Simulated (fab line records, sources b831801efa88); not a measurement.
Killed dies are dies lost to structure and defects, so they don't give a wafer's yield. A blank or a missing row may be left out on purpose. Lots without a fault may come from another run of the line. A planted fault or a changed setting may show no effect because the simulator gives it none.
fab line records | flow gf180mcu
record lots=5 wafers=15 last_day=34
route steps=602 shown V2@392 M3@409 V3@429
lots that met no fault: from a run of the same line without faults
start_h: hours from the record's first day to the start of the lot's first wafer shown | wait_h: hours since the lot's step before | " the same as in the row above | L1.1+2: a row that stands for several wafers | - no value, or no start given | * or withheld: withheld | < > ~ a bound
route shown NAME@n: a module of which the file shows steps, and the number in the route of the first | usual: mean/standard deviation of fault-free wafers | same: alike in all rows | chamber/n: place in a boat | sites: the reading at each site | _std_site: their standard deviation | _edge_site: outer sites' mean less inner sites' | radius_mm: how far each site lies from the wafer's centre | mask NAME#n: copy n | behind: the tool/chamber that last shaped the wafer | hold: why the lot was held/for how many hours/how that ended | device: the transistor (n, p or np) that didn't switch | end of line: the same wafers' tests at the end of the route | a step without rows: its recipe alone | killed: dies lost to structure and defects at the first sort, not the wafer's yield | map: a wafer's dies, x killed, . not, _ none there
set.NAME: the setting as run; set.NAME@STEP: as run at that earlier step | model.NAME: the simulator's own value behind a step, which no gauge read
lots at some steps of the route; a table a step, a row a wafer
services: from which hour (start_h, from the record's first day; less than 0 if before it) a tool's chamber was out of use, for how many hours, and why
## steps
# step GF_V2_SOFTBAKE_10
# recipe temp_c=130 time_s=60 resist=KrF
# columns lot.wafer tool chamber start_h wait_h
L077.1+2+5 litho_track-02 0 - -
L086.1+2+4 litho_track-02 0 - -
L087.2+4+6 litho_track-03 0 - -
L091.3+4+6 litho_track-02 0 - -
L096.1+4+6 litho_track-02 0 - -
# step GF_V2_EXPOSE_11
# recipe mask_id=Via2 target_cd_nm=260 na=0.68 source_shape=conventional sigma_outer=0.6 dose_mj=38
# columns lot.wafer tool chamber start_h wait_h mask
L077.1+2+5 krf_scanner-02 0 - - Via2#0
L086.1+2+4 krf_scanner-01 0 - - Via2#0
L087.2+4+6 krf_scanner-01 0 - - Via2#0
L091.3+4+6 krf_scanner-01 0 - - Via2#0
L096.1+4+6 krf_scanner-02 0 - - Via2#0
# step GF_V2_PEB_12
# recipe peb_temp_c=135 peb_time_s=90 resist=KrF
# columns lot.wafer tool chamber start_h wait_h
L077.1+2+5 litho_track-02 0 - -
L086.1+2+4 litho_track-04 0 - -
L087.2+4+6 litho_track-03 0 - -
L091.3+4+6 litho_track-04 0 - -
L096.1+4+6 litho_track-02 0 - -
# step GF_V2_DEVELOP_13
# recipe develop_time_s=60 resist=KrF dev_temp_c=21
# columns lot.wafer tool chamber start_h wait_h
L077.1+2+5 litho_track-02 0 483.30 0.2
L086.1+2+4 litho_track-04 0 565.97 0.2
L087.2+4+6 litho_track-03 0 576.79 0.2
L091.3+4+6 litho_track-04 0 617.12 0.1
L096.1+4+6 litho_track-02 0 645.59 0.2
# step GF_V2_CD_MEAS_14
# recipe target_cd_nm=260
# usual cd_nm=259.8/1.2
# columns lot.wafer tool chamber start_h wait_h cd_nm
L077.1 cd_sem-02 - 483.45 0.1 260.9
L077.2 " - " " 259.9
L077.5 " - " " 261.4
L086.1 cd_sem-02 - 566.12 0.1 259.9
L086.2 " - " " 259.8
L086.4 " - " " 260.4
L087.2 cd_sem-01 - 576.93 0.1 262.4
L087.4 " - " " 262.5
L087.6 " - " " 261.2
L091.3 cd_sem-01 - 617.26 0.1 259.0
L091.4 " - " " 259.0
L091.6 " - " " 258.5
L096.1 cd_sem-02 - 645.74 0.1 259.1
L096.4 " - " " 259.6
L096.6 " - " " 259.3
# step GF_V2_OVL_MEAS_15
# usual V2_OVL=-6/5.7
# columns lot.wafer tool chamber start_h wait_h V2_OVL[nm]
L077.1 overlay-02 - 483.57 0.1 4
L077.2 " - " " -1
L077.5 " - " " -2
L086.1 overlay-01 - 566.24 0.1 -19
L086.2 " - " " -5
L086.4 " - " " -9
L087.2 overlay-01 - 577.04 0.1 -8
L087.4 " - " " -10
L087.6 " - " " -5
L091.3 overlay-01 - 617.35 0.1 -12
L091.4 " - " " -1
L091.6 " - " " 0
L096.1 overlay-01 - 645.86 0.1 -14
L096.4 " - " " -8
L096.6 " - " " -9
# step GF_V2_ETCH_16
# recipe chemistry=N2/H2 target_depth_a=withheld overetch_a=withheld time_s=withheld target=BARC ion_energy_ev=200 source_w=500 bias_w=100 pressure_mtorr=30 n2_flow_sccm=100 h2_flow_sccm=200
# usual drypump_motor_current_A=5.8/0.52 oes_product_au=0.854/0.0052 throttle_valve_pct=13.224/0.0082
# columns lot.wafer tool chamber start_h wait_h drypump_motor_current_A oes_product_au throttle_valve_pct
L077.1 rie_diel-01 3 483.60 0.0 5.8 0.860 13.220
L077.2 " 2 " " 6.1 0.860 13.227
L077.5 " 0 " " 6.4 0.853 13.227
L086.1 rie_diel-01 2 566.27 0.0 6.1 0.851 13.225
L086.2 " 0 " " 6.4 0.848 13.228
L086.4 " 3 " " 5.8 0.862 13.219
L087.2 rie_diel-03 3 577.07 0.0 5.6 0.859 13.215
L087.4 " 1 " " 5.4 0.854 13.211
L087.6 " 1 " " 5.4 0.856 13.226
L091.3 rie_diel-02 3 617.37 0.0 5.4 0.850 13.219
L091.4 " 1 " " 5.1 0.862 13.221
L091.6 " 0 " " 6.3 0.845 13.236
L096.1 rie_diel-01 1 645.90 0.0 6.5 0.851 13.231
L096.4 " 3 " " 5.8 0.851 13.218
L096.6 " 1 " " 6.5 0.856 13.221
# step GF_V2_ETCH_17
# recipe chemistry=C4F8/O2/Ar mask_material=KrF target=SiO2 stop_on=TiN source_w=1500 bias_w=1200 pressure_mtorr=40 c4f8_flow_sccm=withheld O2_flow_sccm=6 Ar_flow_sccm=300 time_s=withheld target_depth_a=6300
# usual oes_product_au=0.856/0.0046
# columns lot.wafer tool chamber start_h wait_h oes_product_au
L077.1 rie_diel-01 3 - - 0.856
L077.2 " 2 " " 0.860
L077.5 " 0 " " 0.850
L086.1 rie_diel-01 2 - - 0.856
L086.2 " 0 " " 0.851
L086.4 " 3 " " 0.857
L087.2 rie_diel-03 3 - - 0.857
L087.4 " 1 " " 0.848
L087.6 " 1 " " 0.858
L091.3 rie_diel-02 3 - - 0.857
L091.4 " 1 " " 0.857
L091.6 " 0 " " 0.859
L096.1 rie_diel-01 1 - - 0.860
L096.4 " 3 " " 0.848
L096.6 " 1 " " 0.857
# step GF_V2_STRIP_18
# recipe chemistry=O2/N2 power_w=1400 pressure_mtorr=1500 platen_temp_c=250 o2_flow_sccm=3000 n2_flow_sccm=300 overash_fraction=0.5
# usual drypump_motor_current_A=5.99/0.26 heater_power_w=362/13 oes_product_au=0.593/0.0052
# columns lot.wafer tool chamber start_h wait_h drypump_motor_current_A heater_power_w oes_product_au rf_hours_counter_h
L077.1 plasma_asher-01 0 483.73 - 5.98 380 0.598 1
L077.2 " 1 " " 6.30 352 0.597 1
L077.5 " 1 " " 6.27 360 0.602 -
L086.1 plasma_asher-03 1 566.40 - 6.27 345 0.602 71
L086.2 " 0 " " 5.70 355 0.588 71
L086.4 " 0 " " 5.69 363 0.591 -
L087.2 plasma_asher-04 0 577.20 - 6.14 394 0.598 51
L087.4 " 1 " " 5.60 360 0.595 -
L087.6 " 1 " " 5.58 359 0.580 -
L091.3 plasma_asher-04 1 617.53 - 5.57 360 0.605 -
L091.4 " 0 " " 6.09 382 0.597 -
L091.6 " 0 " " 6.11 388 0.594 -
L096.1 plasma_asher-03 0 646.03 - 5.73 364 0.599 79
L096.4 " 1 " " 6.25 354 0.597 -
L096.6 " 1 " " 6.24 355 0.596 -
# step GF_V2_STRIP_19
# recipe chemistry=post_etch_residue_remover time_s=1200 temp_c=72.5
# columns lot.wafer tool chamber start_h wait_h
L077.1+2+5 wet_bench-02 3 483.83 0.1
L086.1+2+4 wet_bench-03 2 566.50 0.1
L087.2+4+6 wet_bench-04 0 577.30 0.1
L091.3+4+6 wet_bench-04 2 617.60 0.0
L096.1+4+6 wet_bench-03 0 646.13 0.1
# step GF_V2_CLEAN_20
# recipe chemistry=DIW dry=n2_spin
# columns lot.wafer tool chamber start_h wait_h
L077.1+2+5 wet_bench-03 0 484.20 0.0
L086.1+2+4 wet_bench-04 1 566.84 0.0
L087.2+4+6 wet_bench-03 1 577.67 0.0
L091.3+4+6 wet_bench-03 2 617.97 0.0
L096.1+4+6 wet_bench-02 0 646.47 0.0
# step GF_V2_SPUTTER_21
# recipe material=Ti target_thk_nm=15 chamber_pressure_pa=5 power_w=2500 substrate_temp_c=200 time_s=80.02
# usual throttle_valve_pct=30.3/0.93
# columns lot.wafer tool chamber start_h wait_h throttle_valve_pct
L077.1 pvd_sputter-03 - 484.30 0.0 31.7
L077.2 " - " " 30.2
L077.5 " - " " 30.4
L086.1 pvd_sputter-02 - 566.94 0.0 29.5
L086.2 " - " " 30.7
L086.4 " - " " 30.5
L087.2 pvd_sputter-03 - 577.77 0.0 31.5
L087.4 " - " " 31.3
L087.6 " - " " 29.1
L091.3 pvd_sputter-03 - 618.07 0.0 29.1
L091.4 " - " " 31.4
L091.6 " - " " 31.6
L096.1 pvd_sputter-02 - 646.56 0.0 30.6
L096.4 " - " " 30.5
L096.6 " - " " 30.7
# step GF_V2_SPUTTER_22
# recipe material=TiN target_thk_nm=10 chamber_pressure_pa=5 power_w=4000 time_s=40
# usual throttle_valve_pct=30.3/0.93
# columns lot.wafer tool chamber start_h wait_h throttle_valve_pct
L077.1 pvd_sputter-03 - 484.36 0.0 31.8
L077.2 " - " " 30.5
L077.5 " - " " 30.5
L086.1 pvd_sputter-02 - 567.00 0.0 29.6
L086.2 " - " " 30.7
L086.4 " - " " 30.5
L087.2 pvd_sputter-03 - 577.83 0.0 31.7
L087.4 " - " " 31.5
L087.6 " - " " 28.9
L091.3 pvd_sputter-03 - 618.13 0.0 28.9
L091.4 " - " " 31.7
L091.6 " - " " 31.6
L096.1 pvd_sputter-02 - 646.62 0.0 30.7
L096.4 " - " " 30.7
L096.6 " - " " 30.5
# step GF_V2_CVD_23
# recipe material=W target_thk_nm=350 time_s=104.94 temp_c=400 pressure_torr=40
# usual heater_power_w=838/49 susceptor_temp_C=399.99/0.22
# columns lot.wafer tool chamber start_h wait_h heater_power_w susceptor_temp_C
L077.1 cvd_w-01 1 484.40 0.0 885 400.18
L077.2 " 0 " " 769 399.68
L077.5 " 0 " " 760 399.51
L086.1 cvd_w-01 0 567.04 0.0 775 399.68
L086.2 " 1 " " 899 399.33
L086.4 " 1 " " 886 399.74
L087.2 cvd_w-01 0 577.87 0.0 764 400.02
L087.4 " 0 " " 787 400.15
L087.6 " 1 " " 873 399.98
L091.3 cvd_w-02 1 618.21 0.1 858 399.76
L091.4 " 0 " " 843 400.05
L091.6 " 1 " " 855 400.08
L096.1 cvd_w-01 0 646.66 0.0 764 399.81
L096.4 " 1 " " 876 399.59
L096.6 " 1 " " 888 399.89
# step GF_V2_RS_MEAS_24
# recipe thk_meas_gauge=four-point-probe reads=W_of_V2_CVD_23+TiN_of_V2_SPUTTER_22+Ti_of_V2_SPUTTER_21
# usual V2_W_RS=0.326/0.0044
# columns lot.wafer tool chamber start_h wait_h V2_W_RS[ohm/sq]
L077.1 film_metro-02 - 484.51 0.1 0.320
L077.2 " - " " 0.323
L077.5 " - " " 0.319
L086.1 film_metro-04 - 567.15 0.1 0.332
L086.2 " - " " 0.330
L086.4 " - " " 0.328
L087.2 film_metro-04 - 578.00 0.1 0.334
L087.4 " - " " 0.335
L087.6 " - " " 0.325
L091.3 film_metro-04 - 618.33 0.1 0.324
L091.4 " - " " 0.333
L091.6 " - " " 0.327
L096.1 film_metro-02 - 646.77 0.1 0.328
L096.4 " - " " 0.327
L096.6 " - " " 0.320
# step GF_V2_THK_MEAS_25
# recipe thk_meas_gauge=xrf reads=W_of_V2_CVD_23
# usual V2_W_THK=343/6.8
# columns lot.wafer tool chamber start_h wait_h V2_W_THK[nm]
L077.1 film_metro-02 - 484.63 0.1 356
L077.2 " - " " 353
L077.5 " - " " 357
L086.1 film_metro-04 - 567.27 0.1 334
L086.2 " - " " 336
L086.4 " - " " 336
L087.2 film_metro-04 - 578.11 0.1 331
L087.4 " - " " 328
L087.6 " - " " 339
L091.3 film_metro-04 - 618.43 0.1 341
L091.4 " - " " 332
L091.6 " - " " 338
L096.1 film_metro-02 - 646.89 0.1 349
L096.4 " - " " 348
L096.6 " - " " 356
# step GF_V2_CMP_26
# recipe stop_on=SiO2 down_force_psi=3.5 platen_rpm=60 t_overpolish_s=15 target_thk_nm=0 pad_velocity_m_s=0.94248
# usual edge_zone_pressure_frac=1.000/0.0047 head_pressure_psi=3.499/0.007 motor_current_A=11.5/0.87 overpolish_run_s=14.999/0.0086 time_to_endpoint_s=87/4.4
# columns lot.wafer tool chamber start_h wait_h edge_zone_pressure_frac head_pressure_psi motor_current_A overpolish_run_s time_to_endpoint_s
L077.1 cmp-01 3 484.79 0.1 0.998 3.502 12.1 15.001 89
L077.2 " 0 " " 0.992 3.492 12.1 15.009 85
L077.5 " 2 " " 1.002 3.499 11.7 14.994 89
L086.2 cmp-01 1 567.40 0.1 1.003 3.494 11.7 15.003 84
L086.4 " 2 " " 0.998 3.489 11.7 14.989 86
L086.1 " 0 " " 1.006 3.489 11.4 15.003 83
L087.4 cmp-01 2 578.16 0.0 1.006 3.503 12.6 15.020 82
L087.2 " 1 " " 1.004 3.503 11.7 14.990 80
L087.6 " 2 " " 0.999 3.504 11.8 15.000 85
L091.3 cmp-01 0 618.47 0.0 0.996 3.507 11.0 15.003 87
L091.4 " 1 " " 0.996 3.483 11.1 15.003 84
L091.6 " 1 " " 0.999 3.490 12.6 14.981 88
L096.4 cmp-01 0 647.05 0.1 0.998 3.495 11.4 15.006 84
L096.1 " 1 " " 1.001 3.498 11.9 15.017 85
L096.6 " 2 " " 1.002 3.498 12.2 15.012 89
# step GF_M3_SPUTTER_00
# recipe material=Ti target_thk_nm=37.5 arriving_ion_energy_ev=80 substrate_temp_c=200 chamber_pressure_pa=2 power_w=4000 time_s=150
# usual throttle_valve_pct=30.4/0.7
# columns lot.wafer tool chamber start_h wait_h throttle_valve_pct
L077.1 pvd_sputter-04 - 484.99 0.1 29.4
L077.2 " - " " 29.3
L077.5 " - " " 30.2
L086.1 pvd_sputter-01 - 567.70 0.1 30.2
L086.2 " - " " 30.1
L086.4 " - " " 31.2
L087.2 pvd_sputter-01 - 578.46 0.1 30.1
L087.4 " - " " 31.1
L087.6 " - " " 30.1
L091.3 pvd_sputter-01 - 618.77 0.2 30.2
L091.4 " - " " 30.1
L091.6 " - " " 31.2
L096.1 pvd_sputter-01 - 647.25 0.1 30.1
L096.4 " - " " 31.4
L096.6 " - " " 30.0
# step GF_M3_SPUTTER_01
# recipe material=TiN target_thk_nm=30 power_w=6500 time_s=25 chamber_pressure_pa=0.4
# usual throttle_valve_pct=30.4/0.71
# columns lot.wafer tool chamber start_h wait_h throttle_valve_pct
L077.1 pvd_sputter-04 - 485.09 0.1 29.6
L077.2 " - " " 29.1
L077.5 " - " " 30.2
L086.1 pvd_sputter-01 - 567.80 0.1 30.4
L086.2 " - " " 30.0
L086.4 " - " " 31.2
L087.2 pvd_sputter-01 - 578.56 0.1 30.4
L087.4 " - " " 31.3
L087.6 " - " " 30.2
L091.3 pvd_sputter-01 - 618.87 0.1 30.0
L091.4 " - " " 30.2
L091.6 " - " " 31.2
L096.1 pvd_sputter-01 - 647.35 0.1 30.3
L096.4 " - " " 31.1
L096.6 " - " " 30.2
# step GF_M3_SPUTTER_02
# recipe material=AlCu target_thk_nm=450 power_w=10600 time_s=23.9 chamber_pressure_pa=0.4
# usual throttle_valve_pct=30.4/0.7
# columns lot.wafer tool chamber start_h wait_h throttle_valve_pct
L077.1 pvd_sputter-04 - 485.12 0.0 29.5
L077.2 " - " " 29.4
L077.5 " - " " 29.9
L086.1 pvd_sputter-01 - 567.83 0.0 30.2
L086.2 " - " " 30.3
L086.4 " - " " 31.1
L087.2 pvd_sputter-01 - 578.59 0.0 30.5
L087.4 " - " " 31.3
L087.6 " - " " 30.3
L091.3 pvd_sputter-01 - 618.90 0.0 30.4
L091.4 " - " " 30.1
L091.6 " - " " 31.1
L096.1 pvd_sputter-01 - 647.39 0.0 30.2
L096.4 " - " " 31.1
L096.6 " - " " 30.4
# step GF_M3_SPUTTER_03
# recipe material=Ti target_thk_nm=10 substrate_temp_c=300 chamber_pressure_pa=0.3 power_w=3000 time_s=6.7
# usual throttle_valve_pct=30.4/0.73
# columns lot.wafer tool chamber start_h wait_h throttle_valve_pct
L077.1 pvd_sputter-04 - 485.15 0.0 29.6
L077.2 " - " " 29.1
L077.5 " - " " 30.2
L086.1 pvd_sputter-01 - 567.86 0.0 30.4
L086.2 " - " " 30.3
L086.4 " - " " 31.0
L087.2 pvd_sputter-01 - 578.62 0.0 30.4
L087.4 " - " " 31.1
L087.6 " - " " 30.0
L091.3 pvd_sputter-01 - 618.93 0.0 30.2
L091.4 " - " " 29.9
L091.6 " - " " 30.9
L096.1 pvd_sputter-01 - 647.42 0.0 30.4
L096.4 " - " " 31.2
L096.6 " - " " 30.2
# step GF_M3_SPUTTER_04
# recipe material=TiN target_thk_nm=50 power_w=6500 time_s=41.7 chamber_pressure_pa=0.4
# usual throttle_valve_pct=30.4/0.72
# columns lot.wafer tool chamber start_h wait_h throttle_valve_pct
L077.1 pvd_sputter-04 - 485.17 0.0 29.5
L077.2 " - " " 29.4
L077.5 " - " " 29.8
L086.1 pvd_sputter-01 - 567.88 0.0 30.2
L086.2 " - " " 30.4
L086.4 " - " " 31.3
L087.2 pvd_sputter-01 - 578.65 0.0 30.5
L087.4 " - " " 31.2
L087.6 " - " " 30.2
L091.3 pvd_sputter-01 - 618.95 0.0 30.2
L091.4 " - " " 29.9
L091.6 " - " " 31.3
L096.1 pvd_sputter-01 - 647.44 0.0 30.3
L096.4 " - " " 31.2
L096.6 " - " " 30.3
# step GF_M3_RS_MEAS_05
# recipe thk_meas_gauge=four-point-probe reads=TiN_of_M3_SPUTTER_04+Ti_of_M3_SPUTTER_03+AlCu_of_M3_SPUTTER_02+TiN_of_M3_SPUTTER_01+Ti_of_M3_SPUTTER_00
# usual M3_ALCU_RS=0.0697/0.00067
# columns lot.wafer tool chamber start_h wait_h M3_ALCU_RS[ohm/sq]
L077.1 film_metro-04 - 485.21 0.0 0.0700
L077.2 " - " " 0.0704
L077.5 " - " " 0.0692
L086.1 film_metro-04 - 567.92 0.0 0.0701
L086.2 " - " " 0.0704
L086.4 " - " " 0.0698
L087.2 film_metro-01 - 578.71 0.0 0.0694
L087.4 " - " " 0.0694
L087.6 " - " " 0.0695
L091.3 film_metro-01 - 619.03 0.1 0.0689
L091.4 " - " " 0.0689
L091.6 " - " " 0.0685
L096.1 film_metro-01 - 647.48 0.0 0.0701
L096.4 " - " " 0.0705
L096.6 " - " " 0.0707
# step GF_M3_THK_MEAS_06
# recipe thk_meas_gauge=xrf reads=AlCu_of_M3_SPUTTER_02
# usual M3_ALCU_THK=452/4.8
# columns lot.wafer tool chamber start_h wait_h M3_ALCU_THK[nm]
L077.1 film_metro-04 - 485.33 0.1 449
L077.2 " - " " 447
L077.5 " - " " 451
L086.1 film_metro-04 - 568.04 0.1 451
L086.2 " - " " 449
L086.4 " - " " 453
L087.2 film_metro-01 - 578.82 0.1 451
L087.4 " - " " 452
L087.6 " - " " 450
L091.3 film_metro-01 - 619.13 0.1 457
L091.4 " - " " 455
L091.6 " - " " 460
L096.1 film_metro-01 - 647.60 0.1 450
L096.4 " - " " 448
L096.6 " - " " 444
# step GF_M3_DEHYDRATE_07
# recipe temp_c=200 time_s=60
# columns lot.wafer tool chamber start_h wait_h
L077.1+2+5 litho_track-03 0 496.57 11.2
L086.1+2+4 litho_track-03 0 578.11 10.1
L087.2+4+6 litho_track-01 0 588.77 9.9
L091.3+4+6 litho_track-03 0 628.36 9.2
L096.1+4+6 litho_track-01 0 657.00 9.4
# step GF_M3_HMDS_08
# recipe prime_time_s=60 prime_temp_c=120
# columns lot.wafer tool chamber start_h wait_h
L077.1+2+5 litho_track-03 0 496.72 0.1
L086.1+2+4 litho_track-03 0 578.26 0.1
L087.2+4+6 litho_track-01 0 588.92 0.1
L091.3+4+6 litho_track-03 0 628.51 0.1
L096.1+4+6 litho_track-01 0 657.15 0.1
# step GF_M3_COAT_09
# recipe resist=KrF spin_rpm=withheld resist_thk_nm=1000
# columns lot.wafer tool chamber start_h wait_h
L077.1+2+5 litho_track-03 0 496.87 0.1
L086.1+2+4 litho_track-03 0 578.41 0.1
L087.2+4+6 litho_track-01 0 589.07 0.1
L091.3+4+6 litho_track-03 0 628.66 0.1
L096.1+4+6 litho_track-01 0 657.30 0.1
# step GF_M3_SOFTBAKE_10
# recipe temp_c=130 time_s=60 resist=KrF
# columns lot.wafer tool chamber start_h wait_h
L077.1+2+5 litho_track-03 0 497.02 0.1
L086.1+2+4 litho_track-03 0 578.56 0.1
L087.2+4+6 litho_track-01 0 589.22 0.1
L091.3+4+6 litho_track-03 0 628.81 0.1
L096.1+4+6 litho_track-01 0 657.45 0.1
# step GF_M3_EXPOSE_11
# recipe mask_id=Metal3 target_cd_nm=280 na=0.68 source_shape=conventional sigma_outer=0.6 dose_mj=28
# columns lot.wafer tool chamber start_h wait_h mask
L077.1+2+5 krf_scanner-01 0 - - Metal3#0
L086.1+2+4 krf_scanner-02 0 - - Metal3#0
L087.2+4+6 krf_scanner-01 0 - - Metal3#0
L091.3+4+6 krf_scanner-02 0 - - Metal3#0
L096.1+4+6 krf_scanner-02 0 - - Metal3#0
# step GF_M3_PEB_12
# recipe peb_temp_c=135 peb_time_s=90 resist=KrF
# columns lot.wafer tool chamber start_h wait_h
L077.1+2+5 litho_track-02 0 - -
L086.1+2+4 litho_track-03 0 - -
L087.2+4+6 litho_track-01 0 - -
L091.3+4+6 litho_track-02 0 - -
L096.1+4+6 litho_track-02 0 - -
# step GF_M3_DEVELOP_13
# recipe develop_time_s=60 dev_temp_c=21
# columns lot.wafer tool chamber start_h wait_h
L077.1+2+5 litho_track-02 0 508.45 0.2
L086.1+2+4 litho_track-03 0 588.81 0.2
L087.2+4+6 litho_track-01 0 599.62 0.2
L091.3+4+6 litho_track-02 0 638.49 0.1
L096.1+4+6 litho_track-02 0 666.94 0.2
# step GF_M3_CD_MEAS_14
# recipe target_cd_nm=280
# usual cd_nm=280.0/1.4
# columns lot.wafer tool chamber start_h wait_h cd_nm
L077.1 cd_sem-01 - 508.60 0.1 281.2
L077.2 " - " " 280.2
L077.5 " - " " 280.8
L086.1 cd_sem-01 - 588.96 0.1 278.0
L086.2 " - " " 278.4
L086.4 " - " " 277.7
L087.2 cd_sem-01 - 599.77 0.1 280.9
L087.4 " - " " 281.7
L087.6 " - " " 280.3
L091.3 cd_sem-02 - 638.63 0.1 278.2
L091.4 " - " " 278.5
L091.6 " - " " 278.9
L096.1 cd_sem-01 - 667.09 0.1 281.7
L096.4 " - " " 280.2
L096.6 " - " " 280.7
# step GF_M3_OVL_MEAS_15
# usual M3_OVL=-3/5.6
# columns lot.wafer tool chamber start_h wait_h M3_OVL[nm]
L077.1 overlay-02 - 508.72 0.1 4
L077.2 " - " " 0
L077.5 " - " " 11
L086.1 overlay-02 - 589.08 0.1 4
L086.2 " - " " 1
L086.4 " - " " 6
L087.2 overlay-02 - 599.87 0.1 -9
L087.4 " - " " -9
L087.6 " - " " -8
L091.3 overlay-01 - 638.73 0.1 -9
L091.4 " - " " -6
L091.6 " - " " 4
L096.1 overlay-02 - 667.21 0.1 -9
L096.4 " - " " 2
L096.6 " - " " -8
# step GF_M3_METAL_ETCH_16
# recipe chemistry=Cl2/BCl3 mask_material=KrF target_depth_nm=750.8 stop_on=SiO2 pressure_mtorr=8 icp_w=800 bias_w=140 Cl2_flow_sccm=80 bcl3_flow_sccm=40 time_s=125.1
# usual drypump_motor_current_A=6.1/0.48 he_backside_leak_sccm=3.42/0.29 oes_product_au=0.990/0.0073 throttle_valve_pct=28.232/0.011
# columns lot.wafer tool chamber start_h wait_h drypump_motor_current_A he_backside_leak_sccm oes_product_au rf_hours_counter_h throttle_valve_pct
L077.1 rie_metal-03 1 508.75 0.0 6.7 3.36 0.990 0 28.219
L077.2 " 0 " " 5.8 3.08 0.986 4 28.247
L077.5 " 1 " " 6.7 3.35 0.987 - 28.209
L086.1 rie_metal-04 0 589.12 0.0 6.2 3.40 0.999 10 28.242
L086.2 " 0 " " 6.2 3.54 0.996 - 28.228
L086.4 " 0 " " 6.2 3.56 0.990 - 28.229
L087.2 rie_metal-04 1 599.90 0.0 5.3 3.65 0.994 0 28.237
L087.4 " 0 " " 6.3 3.56 0.995 - 28.237
L087.6 " 1 " " 5.3 3.58 1.005 - 28.219
L091.3 rie_metal-04 0 638.79 0.1 6.3 3.65 0.989 - 28.231
L091.4 " 1 " " 5.3 3.53 1.001 - 28.233
L091.6 " 1 " " 5.3 3.57 0.994 - 28.236
L096.1 rie_metal-04 0 667.25 0.0 6.2 3.47 0.994 14 28.225
L096.4 " 1 " " 5.3 3.59 0.997 - 28.230
L096.6 " 1 " " 5.3 3.54 0.995 - 28.227
# step GF_M3_STRIP_17
# recipe chemistry=O2/N2 power_w=1400 pressure_mtorr=1500 platen_temp_c=250 o2_flow_sccm=3000 n2_flow_sccm=300 overash_fraction=0.5
# usual drypump_motor_current_A=5.91/0.27 heater_power_w=364/25 oes_product_au=0.538/0.0046 strip_time_to_endpoint_s=7.41/0.056
# columns lot.wafer tool chamber start_h wait_h drypump_motor_current_A heater_power_w oes_product_au rf_hours_counter_h strip_time_to_endpoint_s
L077.1 plasma_asher-04 1 508.88 0.1 5.58 359 0.538 44 7.37
L077.2 " 0 " " 6.11 391 0.537 44 7.49
L077.5 " 0 " " 6.13 383 0.538 - 7.38
L086.1 plasma_asher-02 0 589.38 0.2 6.16 304 0.538 101 7.43
L086.2 " 1 " " 5.63 368 0.533 101 7.35
L086.4 " 1 " " 5.61 359 0.529 - 7.36
L087.2 plasma_asher-04 1 600.03 0.1 5.58 359 0.543 54 7.35
L087.4 " 1 " " 5.57 360 0.539 - 7.43
L087.6 " 0 " " 6.11 382 0.541 - 7.39
L091.3 plasma_asher-04 0 638.91 0.1 6.12 394 0.541 - 7.40
L091.4 " 1 " " 5.58 361 0.538 - 7.30
L091.6 " 0 " " 6.09 384 0.535 - 7.34
L096.1 plasma_asher-01 1 667.38 0.1 6.31 357 0.544 21 7.42
L096.4 " 0 " " 5.97 358 0.536 - 7.37
L096.6 " 0 " " 5.99 358 0.538 - 7.39
# step GF_M3_STRIP_18
# recipe chemistry=post_etch_residue_remover time_s=1200 temp_c=72.5
# columns lot.wafer tool chamber start_h wait_h
L077.1+2+5 wet_bench-02 1 508.98 0.1
L086.1+2+4 wet_bench-02 0 589.48 0.1
L087.2+4+6 wet_bench-04 2 600.13 0.1
L091.3+4+6 wet_bench-04 2 638.98 0.0
L096.1+4+6 wet_bench-02 3 667.48 0.1
# step GF_M3_CLEAN_19
# recipe chemistry=DIW dry=n2_spin
# columns lot.wafer tool chamber start_h wait_h
L077.1+2+5 wet_bench-01 0 509.32 0.0
L086.1+2+4 wet_bench-04 1 589.85 0.0
L087.2+4+6 wet_bench-01 1 600.54 0.0
L091.3+4+6 wet_bench-01 2 639.35 0.0
L096.1+4+6 wet_bench-01 1 667.82 0.0
# step GF_V3_CVD_00
# recipe material=SiO2 target_thk_nm=600 sigma_open_frac=0.3 temp_c=400 time_s=100 sih4_flow_sccm=60 pressure_mtorr=6
# usual susceptor_temp_C=399.98/0.21
# columns lot.wafer tool chamber start_h wait_h susceptor_temp_C
L077.1 hdpcvd-01 0 509.41 0.0 399.84
L077.2 " 2 " " 400.17
L077.5 " 2 " " 399.81
L086.1 hdpcvd-01 2 589.94 0.0 399.52
L086.2 " 0 " " 400.19
L086.4 " 1 " " 399.81
L087.2 hdpcvd-01 0 600.63 0.0 399.91
L087.4 " 2 " " 399.71
L087.6 " 0 " " 400.09
L091.3 hdpcvd-01 2 639.44 0.0 399.93
L091.4 " 2 " " 400.14
L091.6 " 1 " " 399.84
L096.1 hdpcvd-02 0 667.91 0.0 400.23
L096.4 " 0 " " 399.93
L096.6 " 1 " " 400.02
# step GF_V3_THK_MEAS_01
# recipe reads=SiO2_of_V3_CVD_00
# usual V3_CVD_00_THK=601/7.5
# columns lot.wafer tool chamber start_h wait_h V3_CVD_00_THK[nm]
L077.1 film_metro-03 - 509.49 0.0 595
L077.2 " - " " 607
L077.5 " - " " 606
L086.1 film_metro-03 - 590.02 0.0 593
L086.2 " - " " 589
L086.4 " - " " 591
L087.2 film_metro-03 - 600.71 0.0 594
L087.4 " - " " 597
L087.6 " - " " 591
L091.3 film_metro-02 - 639.54 0.1 608
L091.4 " - " " 607
L091.6 " - " " 598
L096.1 film_metro-03 - 667.98 0.0 603
L096.4 " - " " 603
L096.6 " - " " 593
## services
# columns tool chamber start_h hours kind
pvd_sputter-04 - 448.01 8.4 repair
rie_diel-01 0 452.06 3.3 repair
pvd_sputter-01 - 455.62 0.8 repair
cmp-01 - 462.89 2.6 repair
pvd_sputter-01 - 469.35 1.5 repair
krf_scanner-01 - 474.48 4.4 pm
krf_scanner-02 - 477.17 0.8 repair
wet_bench-03 - 487.04 1.9 repair
krf_scanner-02 - 497.09 0.8 pm
cmp-01 - 498.82 4.2 repair
wet_bench-03 - 502.26 3.7 repair
krf_scanner-02 - 503.48 3.6 pm
krf_scanner-01 - 518.12 0.6 repair
cmp-01 - 533.70 4.8 pm
pvd_sputter-03 - 555.49 9.7 repair
cmp-01 - 558.65 1.7 repair
krf_scanner-02 - 558.72 1.3 pm
krf_scanner-01 - 564.47 1.0 pm
krf_scanner-02 - 584.56 1.0 pm
krf_scanner-01 - 585.58 0.8 pm
pvd_sputter-04 - 597.00 2.8 repair
krf_scanner-01 - 619.18 1.3 pm
rie_diel-01 1 628.18 10.9 repair
krf_scanner-01 - 632.84 4.0 pm
## key
fault none
